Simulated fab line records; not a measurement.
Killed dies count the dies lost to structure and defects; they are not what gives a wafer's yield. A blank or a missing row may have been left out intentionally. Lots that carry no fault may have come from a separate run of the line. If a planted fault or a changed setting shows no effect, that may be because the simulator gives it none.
Struck lot and sound lot, side by side :: flow sfq_line :: 17 out of 325 route steps
Sound: the wafers L277.2, L277.3, L277.6. Struck: wafer L285.3 (L285.2, L285.6, from the same lot, were not struck and are left out); the cause is given at the end.
At each step with rows: each side's tool, then ch and its chambers, then its first start. Under that, the readings that differ: sound wafers :: struck wafers :: difference of the means :: sigmas: that difference in standard deviations of wafers without a fault.
alike: readings with means less than 2 such deviations apart, plus words and numbers identical on both sides. not compared: withheld readings, readings lacking a value on some wafer, bounds such as >300 that could conceal the same value, and numbers that have no deviation in the record and whose values overlap.
Wherever a step has rows on one side only, a row that says differs or no value, or a row with sigmas, the two part there. Numbers that have no deviation but don't overlap get no sigmas and don't part them. Lack of a reading on every wafer of one side parts them only where that side has two or more wafers.

SFQ_TRILAYER_I7_VIA_STRIP_STRIP_191: strips in O2.
  sound on rie_metal-04 ch 0,1, day 85 21:57; struck on rie_metal-04 ch 0, day 87 20:20
  alike: drypump_motor_current_A, oes_product_au
  not compared: rf_hours_counter_h
then, 8 steps without rows for these wafers: SFQ_TRILAYER_I7_VIA_STRIP_SOLV_CLEAN_192 (cleans in NMP, time 600 s); SFQ_TRILAYER_M8_LITHO_LOR_COAT_197; SFQ_TRILAYER_M8_LITHO_LOR_BAKE_198; SFQ_TRILAYER_M8_LITHO_COAT_193 (resist thk 600 nm); SFQ_TRILAYER_M8_LITHO_SOFTBAKE_199; SFQ_TRILAYER_M8_LITHO_EXPOSE_194 (exposes mask M8, target cd 2000 nm); SFQ_TRILAYER_M8_LITHO_PEB_196 (peb time 60 s); SFQ_TRILAYER_M8_LITHO_DEVELOP_195 (img clear 15 s, time 55 s).
-- the record jumps here: 4 days lie between the struck wafers' starts before and after --
SFQ_M8_OVL_MEAS_948:
  sound on overlay-01 at day 89 15:28; struck on overlay-02 at day 91 10:13
  alike: M8_OVL
then, 2 steps without rows for these wafers: SFQ_TRILAYER_M8_DEP_EVAP_197 (material Ti, target thk 20 nm, time 100 s); SFQ_TRILAYER_M8_DEP_EVAP_198 (material Pt, target thk 50 nm, time 250 s).
SFQ_TRILAYER_M8_DEP_EVAP_196: material Au, target thk 180 nm, time 900 s.
  sound on pvd_sputter-01 at day 89 15:44; struck on pvd_sputter-01 at day 91 10:28
reading: model.Au_of_TRILAYER_M8_DEP_EVAP_196.thk_nm (nm)
sound: 180.2 178.8 179.3
struck: 175.9
difference: -3.5
sigmas: 
SFQ_M8_RS_MEAS_949: a four-point-probe measurement.
  sound on film_metro-01 at day 89 16:16; struck on film_metro-02 at day 91 11:00
reading: M8_AU_RS (ohm/sq)
sound: 0.1537 0.1548 0.1543
struck: 0.1574
difference: +0.0031
sigmas: +2
SFQ_M8_THK_MEAS_950: measures by xrf.
  sound on film_metro-01 at day 89 16:22; struck on film_metro-02 at day 91 11:07
  alike: M8_AU_THK
then, 1 step without rows for these wafers: SFQ_TRILAYER_M8_LIFTOFF_LIFTOFF_197 (chemistry NMP, time 600 s).
SFQ_M8_BOW_MEAS_951:
  sound on film_metro-02 at day 89 16:38; struck on film_metro-04 at day 91 11:22
reading: M8_BOW (um)
sound: -13 -12 -7
struck: 13
difference: +24
sigmas: +2

reading: model.etest.m8.ohm_sq
sound: 0.1536 0.1548 0.1544
struck: 0.1574
difference: +0.0031
sigmas: 

== WHERE THEY PART ==
At SFQ_M8_RS_MEAS_949 first; at SFQ_M8_BOW_MEAS_951 last (within this record only).

WHY: what had been put in by the simulator
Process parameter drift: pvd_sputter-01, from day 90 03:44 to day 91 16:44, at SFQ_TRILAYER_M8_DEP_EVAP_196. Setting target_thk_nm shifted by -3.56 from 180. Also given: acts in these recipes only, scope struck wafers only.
